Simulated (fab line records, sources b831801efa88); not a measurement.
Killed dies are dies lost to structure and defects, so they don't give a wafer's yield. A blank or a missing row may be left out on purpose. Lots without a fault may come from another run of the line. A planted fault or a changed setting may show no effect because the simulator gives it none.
A struck lot beside a sound one | flow sky130 | 44 steps out of a route of 708
Sound: wafers L142.1, L142.2, L142.6. Struck: wafers L162.1, L162.3. (L162.6 of the same lot was not struck and is left out.) The cause comes at the end.
At each step with rows: each side's tool, then ch and its chambers, then its first start. Under that, the readings that differ: sound wafers | struck wafers | difference of the means | sigmas: that difference in standard deviations of wafers without a fault.
alike: readings whose means differ by less than 2 such deviations, and words and numbers that are the same on both sides. not compared: withheld readings, readings that some wafer has no value for, bounds like >300 that may hide the same value, and numbers for which the record gives no deviation and whose values overlap.
The two part at a step that has a row with sigmas, a row that says differs or no value, or rows on one side only. Numbers that don't overlap but have no deviation are shown without sigmas and don't part them. A reading that every wafer of one side lacks parts them only if that side has two wafers or more.

first, 3 steps without rows for these wafers: SKY_VIA3_CLEAN_18 (cleans in IPA, time 180 s); SKY_VIA3_CLEAN_19 (cleans in O3/DIW); SKY_VIA3_SPUTTER_20 (material TiN, target thk 20 nm, time 80 s).
SKY_VIA3_CVD_21: deposits W, target thk 390 nm, time 117.31 s.
  sound on cvd_w-02 ch 0,1, day 41 08:59; struck on cvd_w-01 ch 1, day 46 16:46
  alike: heater_power_w
SKY_VIA3_RS_MEAS_22: measures by four-point-probe.
  sound on film_metro-01, day 41 09:06; struck on film_metro-01, day 46 17:10
  alike: VIA3_W_RS
SKY_VIA3_THK_MEAS_23: measures by xrf.
  sound on film_metro-01, day 41 09:13; struck on film_metro-01, day 46 17:17
  alike: VIA3_W_THK
SKY_VIA3_CMP_24: polishes, stops on SiO2, t overpolish 20 s, target thk 0 nm.
  sound on cmp-02 ch 0,3, day 41 09:17; struck on cmp-01 ch 2,3, day 46 17:21
  reading            | sound             | struck      | difference | sigmas
  slurry_flow_ml_min | 149.9 148.6 149.5 | 149.9 150.8 | +1.0       | +2
  alike: motor_current_A, overpolish_run_s, time_to_endpoint_s
then, 5 steps without rows for these wafers: SKY_METAL4_SPUTTER_00 (material Ti, target thk 15 nm, time 10 s); SKY_METAL4_SPUTTER_01 (material TiN, target thk 20 nm, time 16.7 s); SKY_METAL4_SPUTTER_02 (material AlCu, target thk 735 nm, time 39.1 s); SKY_METAL4_SPUTTER_03 (material Ti, target thk 5 nm, time 3.3 s); SKY_METAL4_SPUTTER_04 (material TiN, target thk 70 nm, time 58.3 s).
SKY_CAP2M_CVD_00: deposits SiO2, target thk 15.5 nm.
  sound on pecvd-04 ch 1,2, day 41 09:44; struck on pecvd-02 ch 0,2, day 46 17:48
  reading                                | sound             | struck      | difference | sigmas
  model.SiO2_of_CAP2M_CVD_00.thk_nm (nm) | 15.23 15.53 15.57 | 14.18 13.84 | -1.43      |
  alike: heater_power_w
SKY_CAP2M_THK_MEAS_01:
  sound on film_metro-03, day 41 09:46; struck on film_metro-01, day 46 17:54
  reading               | sound             | struck      | difference | sigmas
  CAP2M_CVD_00_THK (nm) | 15.19 15.51 15.57 | 14.17 13.88 | -1.40      | -6
SKY_CAP2M_SPUTTER_02: material TiN, target thk 200 nm, time 166.7 s.
  sound on pvd_sputter-01, day 41 09:49; struck on pvd_sputter-02, day 46 17:58
  alike: throttle_valve_pct
SKY_CAP2M_RS_MEAS_03: measures by four-point-probe.
  sound on film_metro-04, day 41 09:56; struck on film_metro-04, day 46 18:04
  alike: CAP2M_TIN_RS
SKY_CAP2M_THK_MEAS_04: measures by xrf.
  sound on film_metro-04, day 41 10:03; struck on film_metro-04, day 46 18:11
  alike: CAP2M_TIN_THK
then, 7 steps without rows for these wafers: SKY_CAP2M_DEHYDRATE_05 (time 60 s); SKY_CAP2M_HMDS_06 (prime time 60 s); SKY_CAP2M_COAT_07 (resist thk 1140 nm); SKY_CAP2M_SOFTBAKE_08 (time 60 s); SKY_CAP2M_EXPOSE_09 (exposes mask CAP2M, target cd 1000 nm); SKY_CAP2M_PEB_10; SKY_CAP2M_DEVELOP_11 (develop time 60 s).
SKY_CAP2M_OVL_MEAS_12:
  sound on overlay-01, day 42 09:35; struck on overlay-01, day 47 14:22
  reading        | sound          | struck  | difference | sigmas
  CAP2M_OVL (nm) | -4.4 -1.7 -1.8 | 0.2 0.7 | +3.1       | +2
then, 1 step without rows for these wafers: SKY_CAP2M_METAL_ETCH_13 (etches TiN in Cl2/BCl3, stops on SiO2, target depth 220 nm, time 62.9 s).
SKY_CAP2M_STRIP_14: strips in O2/N2.
  sound on plasma_asher-03 ch 0,1, day 42 09:42; struck on plasma_asher-03 ch 0, day 47 14:29
  alike: drypump_motor_current_A, oes_product_au, strip_time_to_endpoint_s
  not compared: rf_hours_counter_h
then, 11 steps without rows for these wafers: SKY_CAP2M_STRIP_15 (strips in post etch residue remover, time 1200 s); SKY_CAP2M_CLEAN_16 (cleans in IPA, time 180 s); SKY_CAP2M_CLEAN_17 (cleans in O3/DIW); SKY_METAL4_DEHYDRATE_05 (time 60 s); SKY_METAL4_HMDS_06 (prime time 60 s); SKY_METAL4_COAT_07 (resist thk 60 nm); SKY_METAL4_COAT_08 (resist thk 1140 nm); SKY_METAL4_SOFTBAKE_09 (time 90 s); SKY_METAL4_EXPOSE_10 (exposes mask MM4, target cd 300 nm); SKY_METAL4_PEB_11; SKY_METAL4_DEVELOP_12 (develop time 60 s).
SKY_METAL4_CD_MEAS_13: target cd 300 nm.
  sound on cd_sem-02, day 43 10:05; struck on cd_sem-02, day 48 10:42
  reading    | sound             | struck      | difference | sigmas
  cd_nm (nm) | 299.2 299.8 298.4 | 301.8 301.6 | +2.6       | +2
SKY_METAL4_OVL_MEAS_14:
  sound on overlay-02, day 43 10:13; struck on overlay-02, day 48 10:49
  alike: METAL4_OVL
then, 1 step without rows for these wafers: SKY_METAL4_DESCUM_15 (chemistry O2, time 8 s).
SKY_METAL4_ETCH_16: etches BARC in N2/H2, stops on SiO2, time 88.2 s, target depth 60 nm.
  sound on rie_metal-03 ch 1, day 43 10:18; struck on rie_metal-04 ch 0, day 48 10:53
  reading               | sound             | struck      | difference | sigmas
  oes_product_au (a.u.) | 0.633 0.632 0.630 | 0.630 0.611 | -0.011     | -2
  alike: drypump_motor_current_A, throttle_valve_pct
  not compared: rf_hours_counter_h
SKY_METAL4_ETCH_17: etches SiO2 in C4F8/O2/Ar, stops on TiN, time 3.9 s, target depth 15 nm.
  sound on rie_diel-01 ch 0,3, day 43 10:30; struck on rie_diel-01 ch 1,3, day 48 10:59
  reading                  | sound             | struck      | difference | sigmas
  oes_product_au (a.u.)    | 0.749 0.753 0.748 | 0.729 0.708 | -0.032     | -4
  model.etch.depth_nm (nm) | 15.23 15.53 15.57 | 14.18 13.84 | -1.43      |
  not compared: rf_hours_counter_h
-- the record jumps here: 3 days lie between the struck wafers' starts before and after (it left off in module METAL4 and takes up again in module PAD_OPEN, whose first step shown is number 708 of the route) --
SKY_PAD_OPEN_PROBE_99:
  sound on prober-01, day 47 07:35; struck on prober-01, day 51 14:03
  reading                               | sound                | struck        | difference | sigmas
  model.etest.cap_mim2.bv_v (V)         | 13.36 14.23 14.38    | 12.82 12.47   | -1.35      |
  model.etest.cap_mim2.leak_log10_a_cm2 | -8.986 -9.084 -9.137 | -8.687 -8.386 | +0.533     |
  model.etest.cap_mim2.c_ff_um2         | 2.374 2.337 2.341    | 2.547 2.631   | +0.238     |
  alike: defect_limited_yield, killed_at_M0_to_M3, killed_at_M4_up, killed_at_contacts, killed_at_front_end, killed_at_other, killed_dies, killed_open, killed_short, sort_bin_3_pad_short, sort_bin_5_function, sort_bin_6_memory, sort_n_pass, sort_yield_pct

WHERE THEY PART
First at SKY_VIA3_CMP_24; last, within this record, at SKY_METAL4_ETCH_17. Later steps at which nothing parts them and some readings are alike: SKY_PAD_OPEN_PROBE_99.

WHY: what the simulator had put in
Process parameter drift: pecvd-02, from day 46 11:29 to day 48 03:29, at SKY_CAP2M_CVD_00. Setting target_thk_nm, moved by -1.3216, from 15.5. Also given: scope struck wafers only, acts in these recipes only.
